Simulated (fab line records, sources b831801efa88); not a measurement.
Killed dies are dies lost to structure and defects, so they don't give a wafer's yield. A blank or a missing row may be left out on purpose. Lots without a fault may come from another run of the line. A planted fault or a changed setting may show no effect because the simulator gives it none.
fab line records | flow sfq_line
record lots=14 wafers=42 last_day=91
route steps=325 shown L0@5 I1@84 M4@149
lots that met no fault: from a run of the same line without faults
start_h: hours from the record's first day to the start of the lot's first wafer shown | wait_h: hours since the lot's step before | " the same as in the row above | L1.1+2: a row that stands for several wafers | - no value, or no start given | * or withheld: withheld | < > ~ a bound
route shown NAME@n: a module of which the file shows steps, and the number in the route of the first | usual: mean/standard deviation of fault-free wafers | same: alike in all rows | chamber/n: place in a boat | sites: the reading at each site | _std_site: their standard deviation | _edge_site: outer sites' mean less inner sites' | radius_mm: how far each site lies from the wafer's centre | mask NAME#n: copy n | behind: the tool/chamber that last shaped the wafer | hold: why the lot was held/for how many hours/how that ended | device: the transistor (n, p or np) that didn't switch | end of line: the same wafers' tests at the end of the route | a step without rows: its recipe alone | killed: dies lost to structure and defects at the first sort, not the wafer's yield | map: a wafer's dies, x killed, . not, _ none there
set.NAME: the setting as run; set.NAME@STEP: as run at that earlier step | model.NAME: the simulator's own value behind a step, which no gauge read
steps of the route over a sample of lots; a table a step, a row a wafer
services: from which hour (start_h, from the record's first day; less than 0 if before it) a tool's chamber was out of use, for how many hours, and why
## steps
# step SFQ_L0_THK_MEAS_902
# recipe thk_meas_gauge=xrf reads=MoNx_KI_of_TRILAYER_L0_DEP_SPUTTER_003
# usual L0_MONX_KI_THK=40.1/0.51
# columns lot.wafer tool chamber start_h wait_h L0_MONX_KI_THK[nm]
L694.4 film_metro-03 - 27.71 0.1 40.9
L694.5 " - " " 40.8
L694.6 " - " " 41.0
L697.2 film_metro-04 - 42.69 0.1 40.1
L697.4 " - " " 39.3
L697.6 " - " " 39.8
L699.1 film_metro-04 - 52.68 0.1 39.8
L699.2 " - " " 40.4
L699.6 " - " " 40.3
L700.2 film_metro-04 - 57.69 0.1 41.4
L700.3 " - " " 41.2
L700.5 " - " " 41.0
L701.1 film_metro-03 - 62.68 0.1 40.4
L701.2 " - " " 40.8
L701.4 " - " " 39.6
L702.2 film_metro-04 - 67.69 0.1 40.3
L702.4 " - " " 40.6
L702.6 " - " " 40.5
L707.3 film_metro-02 - 92.70 0.1 40.1
L707.4 " - " " 39.8
L707.6 " - " " 39.9
L708.1 film_metro-03 - 97.68 0.1 40.1
L708.4 " - " " 39.6
L708.6 " - " " 39.9
L709.1 film_metro-03 - 102.68 0.1 39.5
L709.2 " - " " 39.4
L709.4 " - " " 39.3
L710.2 film_metro-02 - 107.69 0.1 39.9
L710.3 " - " " 39.6
L710.4 " - " " 40.0
L711.2 film_metro-03 - 112.69 0.1 39.0
L711.4 " - " " 39.4
L711.6 " - " " 39.4
L712.2 film_metro-02 - 117.69 0.1 40.7
L712.3 " - " " 40.5
L712.4 " - " " 40.5
L713.1 film_metro-04 - 122.68 0.1 40.1
L713.5 " - " " 39.9
L713.6 " - " " 40.3
L714.2 film_metro-03 - 127.69 0.1 39.6
L714.3 " - " " 39.9
L714.5 " - " " 40.3
# step SFQ_TRILAYER_I1_VIA_BARC_OPEN_VIA_ETCH_071
# recipe mask_material=PR chemistry=O2 target_depth_nm=125 target=BARC source_w=500 bias_w=80 pressure_mtorr=30 time_s=41.7
# usual bias_w=80.00/0.23 drypump_motor_current_A=5.7/0.61 oes_product_au=0.685/0.0052 rf_fwd_power_W=495.1/1.8
# columns lot.wafer tool chamber start_h wait_h bias_w drypump_motor_current_A oes_product_au rf_fwd_power_W rf_hours_counter_h
L694.4 rie_diel-04 0 640.00 0.0 80.02 5.7 0.688 496.3 12
L694.5 " 3 " " 80.28 6.1 0.681 496.7 -
L694.6 " 2 " " 79.74 6.5 0.680 493.8 -
L697.2 rie_diel-04 1 653.50 0.0 80.26 4.7 0.683 492.1 51
L697.4 " 3 " " 79.61 6.1 0.689 498.4 68
L697.6 " 1 " " 79.80 4.7 0.684 494.1 -
L699.1 rie_diel-03 3 657.10 0.0 79.96 5.9 0.676 494.8 24
L699.2 " 2 " " 79.60 5.6 0.679 496.4 48
L699.6 " 1 " " 80.16 4.9 0.683 494.3 -
L700.2 rie_diel-04 1 659.50 0.0 79.86 4.7 0.690 495.8 51
L700.3 " 0 " " 79.77 5.7 0.682 494.6 12
L700.5 " 0 " " 80.01 5.7 0.684 494.0 -
L701.1 rie_diel-02 3 688.98 0.0 80.04 6.2 0.679 492.9 8
L701.2 " 0 " " 79.93 6.0 0.680 492.8 0
L701.4 " 2 " " 79.98 4.7 0.678 498.1 50
L702.2 rie_diel-04 1 690.18 0.0 79.95 4.7 0.685 494.4 51
L702.4 " 2 " " 79.80 6.5 0.691 498.3 6
L702.6 " 2 " " 80.32 6.5 0.686 495.8 -
L707.3 rie_diel-03 0 736.30 0.0 79.97 5.8 0.683 492.4 15
L707.4 " 3 " " 80.22 5.9 0.695 495.5 25
L707.6 " 0 " " 80.00 5.7 0.683 492.9 -
L708.1 rie_diel-04 2 750.41 0.0 80.05 6.6 0.688 492.9 7
L708.4 " 3 " " 80.58 6.1 0.689 497.1 -
L708.6 " 0 " " 79.77 5.7 0.684 495.4 -
L709.1 rie_diel-03 2 754.02 0.0 79.97 5.7 0.667 497.8 49
L709.2 " 0 " " 80.07 5.7 0.683 494.7 15
L709.4 " 3 " " 80.00 5.9 0.684 492.2 25
L710.2 rie_diel-02 1 761.22 0.0 79.99 6.0 0.682 495.9 0
L710.3 " 0 " " 80.12 5.9 0.683 491.9 1
L710.4 " 1 " " 80.09 6.0 0.694 496.5 -
L711.2 rie_diel-04 2 775.12 0.0 79.87 6.5 0.690 494.1 8
L711.4 " 0 " " 79.94 5.7 0.688 496.6 14
L711.6 " 1 " " 79.93 4.7 0.692 494.2 -
L712.2 rie_diel-02 2 778.41 0.0 79.92 4.7 0.689 497.3 0
L712.3 " 1 " " 80.00 6.0 0.685 493.3 1
L712.4 " 0 " " 79.80 5.9 0.688 492.5 2
L713.1 rie_diel-04 3 807.64 0.0 79.63 6.1 0.679 496.9 2
L713.5 " 0 " " 79.63 5.7 0.684 494.1 -
L713.6 " 2 " " 80.30 6.6 0.693 494.6 -
L714.2 rie_diel-04 0 817.99 0.0 80.07 5.7 0.681 496.1 15
L714.3 " 1 " " 79.78 4.7 0.681 494.3 0
L714.5 " 1 " " 79.93 4.7 0.675 493.1 -
# step SFQ_TRILAYER_M4_DEP_SPUTTER_091
# recipe material=Nb base_pressure_pa=1.33e-06 chamber_pressure_pa=0.1333 substrate_temp_c=20 resputter_cathode_voltage_v=400 target_thk_nm=200 power_w=2000 time_s=133.3
# usual cathode_dc_power_W=2000.0/0.37 resputter_cathode_voltage_v=400/4.2 substrate_temp_c=20.01/0.1 throttle_valve_pct=30.4/1.1
# columns lot.wafer tool chamber start_h wait_h cathode_dc_power_W resputter_cathode_voltage_v substrate_temp_c throttle_valve_pct
L694.4 pvd_sputter-05 - 1079.99 0.0 2000.0 402 19.99 30.9
L694.5 " - " " 1999.9 403 19.89 31.8
L694.6 " - " " 1999.6 403 20.02 31.9
L697.2 pvd_sputter-04 - 1096.78 0.0 2000.3 394 19.95 29.6
L697.4 " - " " 2000.0 406 20.04 31.1
L697.6 " - " " 1999.8 396 20.16 29.6
L699.1 pvd_sputter-04 - 1102.88 0.0 2159.8 405 19.93 28.1
L699.2 " - " " 2160.5 398 20.15 30.8
L699.6 " - " " 2159.1 400 20.02 30.8
L700.2 pvd_sputter-05 - 1130.32 0.0 2000.2 403 20.06 31.5
L700.3 " - " " 2000.3 401 19.93 31.2
L700.5 " - " " 2000.2 395 20.14 31.0
L701.1 pvd_sputter-04 - 1139.90 0.0 2160.5 396 19.99 27.9
L701.2 " - " " 2159.7 401 19.88 31.1
L701.4 " - " " 2159.8 399 20.09 31.1
L702.2 pvd_sputter-05 - 1141.34 0.0 1999.8 404 20.11 29.5
L702.4 " - " " 1999.9 402 19.94 31.5
L702.6 " - " " 2000.1 400 20.03 29.6
L707.3 pvd_sputter-05 - 1186.76 0.0 1999.7 402 20.10 32.0
L707.4 " - " " 1999.5 405 19.88 31.7
L707.6 " - " " 2000.0 405 19.93 31.8
L708.1 pvd_sputter-04 - 1198.16 0.0 2000.1 403 20.09 30.8
L708.4 " - " " 1999.7 409 20.01 28.0
L708.6 " - " " 2000.5 395 20.03 30.6
L709.1 pvd_sputter-05 - 1202.37 0.0 1999.8 399 19.97 31.8
L709.2 " - " " 1999.5 402 19.89 30.9
L709.4 " - " " 1999.9 405 19.99 32.0
L710.2 pvd_sputter-04 - 1208.36 0.0 2000.3 403 19.84 27.8
L710.3 " - " " 2000.2 402 19.98 31.0
L710.4 " - " " 1999.2 400 19.83 29.5
L711.2 pvd_sputter-05 - 1216.76 0.0 2000.3 401 19.99 32.2
L711.4 " - " " 2000.2 399 20.12 30.9
L711.6 " - " " 2000.0 398 20.02 29.8
L712.2 pvd_sputter-03 - 1217.96 0.0 2000.4 399 19.90 31.1
L712.3 " - " " 2000.1 399 20.13 31.3
L712.4 " - " " 1999.8 397 19.97 30.7
L713.1 pvd_sputter-04 - 1241.88 0.0 1999.8 400 20.10 29.3
L713.5 " - " " 2000.0 397 19.98 30.9
L713.6 " - " " 1999.6 398 20.08 31.1
L714.2 pvd_sputter-05 - 1243.22 0.0 2000.3 403 20.06 31.8
L714.3 " - " " 2000.1 402 20.02 31.6
L714.5 " - " " 1999.9 402 20.01 32.0
# step SFQ_M4_RS_MEAS_924
# recipe thk_meas_gauge=four-point-probe reads=Nb_of_TRILAYER_M4_DEP_SPUTTER_091
# usual M4_NB_RS=0.889/0.0084
# columns lot.wafer tool chamber start_h wait_h M4_NB_RS[ohm/sq]
L694.4 film_metro-03 - 1080.14 0.1 0.875
L694.5 " - " " 0.877
L694.6 " - " " 0.883
L697.2 film_metro-04 - 1096.89 0.1 0.894
L697.4 " - " " 0.890
L697.6 " - " " 0.894
L699.1 film_metro-01 - 1102.97 0.0 0.823
L699.2 " - " " 0.821
L699.6 " - " " 0.825
L700.2 film_metro-01 - 1130.43 0.1 0.893
L700.3 " - " " 0.886
L700.5 " - " " 0.886
L701.1 film_metro-04 - 1139.99 0.0 0.828
L701.2 " - " " 0.830
L701.4 " - " " 0.832
L702.2 film_metro-04 - 1141.45 0.1 0.875
L702.4 " - " " 0.884
L702.6 " - " " 0.880
L707.3 film_metro-03 - 1186.90 0.1 0.880
L707.4 " - " " 0.889
L707.6 " - " " 0.891
L708.1 film_metro-03 - 1198.25 0.0 0.879
L708.4 " - " " 0.874
L708.6 " - " " 0.881
L709.1 film_metro-04 - 1202.47 0.0 0.898
L709.2 " - " " 0.893
L709.4 " - " " 0.895
L710.2 film_metro-03 - 1208.47 0.1 0.892
L710.3 " - " " 0.888
L710.4 " - " " 0.893
L711.2 film_metro-03 - 1216.87 0.1 0.891
L711.4 " - " " 0.888
L711.6 " - " " 0.889
L712.2 film_metro-04 - 1218.07 0.1 0.877
L712.3 " - " " 0.876
L712.4 " - " " 0.891
L713.1 film_metro-04 - 1241.97 0.0 0.894
L713.5 " - " " 0.896
L713.6 " - " " 0.903
L714.2 film_metro-03 - 1243.33 0.1 0.889
L714.3 " - " " 0.893
L714.5 " - " " 0.891
# step SFQ_TRILAYER_M4_BARC_OPEN_METAL_ETCH_123
# recipe mask_material=PR chemistry=O2 target_depth_nm=125 target=BARC icp_w=600 bias_w=80 pressure_mtorr=10 time_s=41.7
# usual bias_w=79.98/0.24 drypump_motor_current_A=5.7/0.49 oes_product_au=0.685/0.0047 rf_fwd_power_W=593.8/2.5
# columns lot.wafer tool chamber start_h wait_h bias_w drypump_motor_current_A oes_product_au rf_fwd_power_W rf_hours_counter_h
L694.4 rie_metal-02 1 1083.64 0.0 79.75 5.1 0.682 597.8 -
L694.5 " 0 " " 80.00 6.3 0.686 594.4 -
L694.6 " 1 " " 79.46 5.1 0.688 594.3 -
L697.2 rie_metal-02 1 1100.62 0.0 79.89 5.1 0.684 598.6 124
L697.4 " 0 " " 80.34 6.3 0.687 592.4 -
L697.6 " 0 " " 80.44 6.3 0.684 594.7 -
L699.1 rie_metal-03 1 1109.02 0.0 80.25 5.3 0.685 591.3 97
L699.2 " 0 " " 79.75 5.5 0.689 596.9 122
L699.6 " 0 " " 79.79 5.5 0.681 597.2 -
L700.2 rie_metal-02 0 1142.78 0.0 79.39 6.3 0.687 598.2 47
L700.3 " 0 " " 79.68 6.3 0.684 598.3 -
L700.5 " 0 " " 79.47 6.3 0.686 596.2 -
L701.1 rie_metal-03 0 1151.18 0.0 79.81 5.4 0.684 594.6 130
L701.2 " 1 " " 79.99 5.2 0.680 590.3 104
L701.4 " 1 " " 79.96 5.2 0.687 590.6 -
L702.2 rie_metal-04 1 1155.53 0.0 80.23 6.2 0.680 597.6 110
L702.4 " 0 " " 80.20 6.2 0.681 594.8 -
L702.6 " 1 " " 80.09 6.2 0.683 597.5 -
L707.3 rie_metal-03 1 1189.37 0.1 80.18 5.3 0.686 593.8 -
L707.4 " 1 " " 79.87 5.3 0.687 590.9 -
L707.6 " 1 " " 80.14 5.3 0.679 593.0 -
L708.1 rie_metal-04 1 1200.72 0.0 79.68 6.2 0.683 592.9 118
L708.4 " 1 " " 79.46 6.2 0.688 592.2 -
L708.6 " 1 " " 79.65 6.2 0.681 593.8 -
L709.1 rie_metal-03 0 1204.93 0.0 79.83 5.5 0.680 592.1 0
L709.2 " 1 " " 79.69 5.3 0.682 591.4 110
L709.4 " 1 " " 79.75 5.3 0.684 593.7 -
L710.2 rie_metal-03 1 1210.92 0.0 80.37 5.2 0.679 588.9 111
L710.3 " 1 " " 79.64 5.2 0.686 587.6 -
L710.4 " 0 " " 79.84 5.5 0.676 594.8 -
L711.2 rie_metal-04 1 1219.37 0.0 80.07 6.2 0.683 596.2 120
L711.4 " 0 " " 79.79 6.1 0.681 590.4 -
L711.6 " 1 " " 80.08 6.2 0.676 598.9 -
L712.2 rie_metal-03 0 1220.57 0.0 79.69 5.5 0.688 596.5 3
L712.3 " 0 " " 79.96 5.5 0.686 595.2 -
L712.4 " 1 " " 80.12 5.2 0.680 592.1 -
L713.1 rie_metal-02 1 1244.44 0.0 80.28 5.1 0.691 598.3 7
L713.5 " 0 " " 79.34 6.3 0.685 594.8 -
L713.6 " 1 " " 80.40 5.1 0.679 595.1 -
L714.2 rie_metal-02 1 1245.78 0.0 80.01 5.1 0.694 593.8 7
L714.3 " 1 " " 80.17 5.1 0.682 595.2 -
L714.5 " 0 " " 80.30 6.3 0.687 595.0 -
# step SFQ_TRILAYER_M4_ETCH_METAL_ETCH_096
# recipe target=Nb stop_on=SiO2 mask_material=PR chemistry=Cl2/Ar target_depth_nm=240 icp_w=600 bias_w=80 pressure_mtorr=10 time_s=120
# usual bias_w=80.01/0.23 drypump_motor_current_A=5.7/0.49 oes_product_au=0.894/0.0062 rf_fwd_power_W=596.9/1.9
# columns lot.wafer tool chamber start_h wait_h bias_w drypump_motor_current_A oes_product_au rf_fwd_power_W rf_hours_counter_h
L694.4 rie_metal-02 1 1083.72 0.1 80.01 5.1 0.898 595.6 -
L694.5 " 0 " " 80.07 6.3 0.901 597.4 -
L694.6 " 1 " " 79.62 5.1 0.900 594.8 -
L697.2 rie_metal-02 1 1100.68 0.0 79.88 5.1 0.895 602.0 124
L697.4 " 0 " " 79.83 6.3 0.893 597.1 -
L697.6 " 0 " " 80.17 6.3 0.898 598.2 -
L699.1 rie_metal-03 1 1109.08 0.0 79.95 5.2 0.933 598.7 97
L699.2 " 0 " " 79.86 5.5 0.940 599.3 122
L699.6 " 0 " " 79.63 5.5 0.937 599.8 -
L700.2 rie_metal-02 0 1142.84 0.0 80.39 6.3 0.901 597.2 47
L700.3 " 0 " " 80.37 6.3 0.901 594.6 -
L700.5 " 0 " " 80.26 6.3 0.898 595.5 -
L701.1 rie_metal-03 0 1151.24 0.0 80.08 5.4 0.928 596.0 130
L701.2 " 1 " " 79.58 5.2 0.930 593.9 104
L701.4 " 1 " " 79.83 5.2 0.939 595.6 -
L702.2 rie_metal-04 1 1155.59 0.0 80.12 6.2 0.892 597.1 110
L702.4 " 0 " " 80.05 6.2 0.897 592.2 -
L702.6 " 1 " " 80.26 6.2 0.898 597.0 -
L707.3 rie_metal-03 1 1189.53 0.1 80.12 5.2 0.888 597.0 -
L707.4 " 1 " " 80.22 5.3 0.895 597.3 -
L707.6 " 1 " " 80.06 5.2 0.895 599.5 -
L708.1 rie_metal-04 1 1200.78 0.0 80.05 6.2 0.907 594.8 118
L708.4 " 1 " " 80.02 6.2 0.897 594.4 -
L708.6 " 1 " " 79.76 6.2 0.899 594.3 -
L709.1 rie_metal-03 0 1204.99 0.0 79.90 5.5 0.891 599.3 0
L709.2 " 1 " " 80.17 5.3 0.893 594.7 110
L709.4 " 1 " " 80.29 5.3 0.889 595.0 -
L710.2 rie_metal-03 1 1210.98 0.0 79.97 5.3 0.898 595.2 111
L710.3 " 1 " " 79.92 5.3 0.886 596.5 -
L710.4 " 0 " " 80.12 5.5 0.885 596.8 -
L711.2 rie_metal-04 1 1219.43 0.0 80.24 6.2 0.889 597.5 120
L711.4 " 0 " " 80.00 6.2 0.891 596.7 -
L711.6 " 1 " " 80.32 6.2 0.892 594.4 -
L712.2 rie_metal-03 0 1220.63 0.0 79.81 5.5 0.895 595.9 3
L712.3 " 0 " " 80.03 5.5 0.903 596.1 -
L712.4 " 1 " " 80.10 5.2 0.895 596.6 -
L713.1 rie_metal-02 1 1244.50 0.0 79.72 5.1 0.891 598.1 7
L713.5 " 0 " " 79.69 6.3 0.894 597.1 -
L713.6 " 1 " " 80.20 5.0 0.891 597.8 -
L714.2 rie_metal-02 1 1245.84 0.0 79.88 5.1 0.896 597.6 7
L714.3 " 1 " " 80.22 5.1 0.891 597.6 -
L714.5 " 0 " " 79.97 6.3 0.895 598.4 -
## services
# columns tool chamber start_h hours kind
rie_diel-04 3 618.32 2.1 repair
pvd_sputter-05 - 635.97 3.0 repair
rie_metal-02 - 641.13 10.0 pm
rie_diel-04 1 641.79 9.4 repair
rie_metal-03 1 665.95 3.0 repair
rie_diel-04 0 699.71 5.8 repair
pvd_sputter-05 - 718.10 0.9 repair
rie_diel-04 1 786.04 30.3 repair
rie_diel-04 - 940.59 2.8 pm
rie_diel-04 2 979.66 3.5 repair
rie_metal-03 - 1006.74 2.8 pm
rie_diel-04 1 1063.68 14.9 repair
rie_diel-04 - 1078.22 1.0 repair
rie_metal-02 1 1105.74 16.0 repair
rie_metal-02 0 1106.22 29.3 repair
pvd_sputter-05 - 1120.62 0.7 repair
rie_metal-02 0 1152.47 6.4 repair
rie_metal-03 - 1153.86 14.6 pm
rie_metal-03 - 1168.46 10.0 pm
rie_metal-02 1 1169.20 1.1 repair
pvd_sputter-05 - 1200.04 1.4 repair
rie_diel-04 3 1227.73 3.1 repair
rie_diel-04 2 1232.80 2.1 repair
rie_diel-04 - 1241.78 1.7 repair
## key
first_sign step=SFQ_TRILAYER_M4_DEP_SPUTTER_091 reading=cathode_dc_power_W direction=up sigmas=99+ usual=2000.0 struck=2159.9
effect step=SFQ_M4_RS_MEAS_924 reading=M4_NB_RS direction=down sigmas=7.4 usual=0.889 struck=0.827
effect step=SFQ_TRILAYER_M4_ETCH_METAL_ETCH_096 reading=oes_product_au direction=up sigmas=6.4 usual=0.894 struck=0.935
met_at SFQ_TRILAYER_M4_DEP_SPUTTER_091
struck_lots L699,L701
not_acting_at SFQ_L0_THK_MEAS_902,SFQ_TRILAYER_I1_VIA_BARC_OPEN_VIA_ETCH_071,SFQ_TRILAYER_M4_BARC_OPEN_METAL_ETCH_123
onset_between 1096.78 1102.88
fault kind=process_parameter_drift tool=pvd_sputter-04 chamber=- onset_h=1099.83 steps=SFQ_TRILAYER_M4_DEP_SPUTTER_091 channel=power_w offset=159.74 shape=step end_h=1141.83 acts_in=these_recipes_only stated=2000
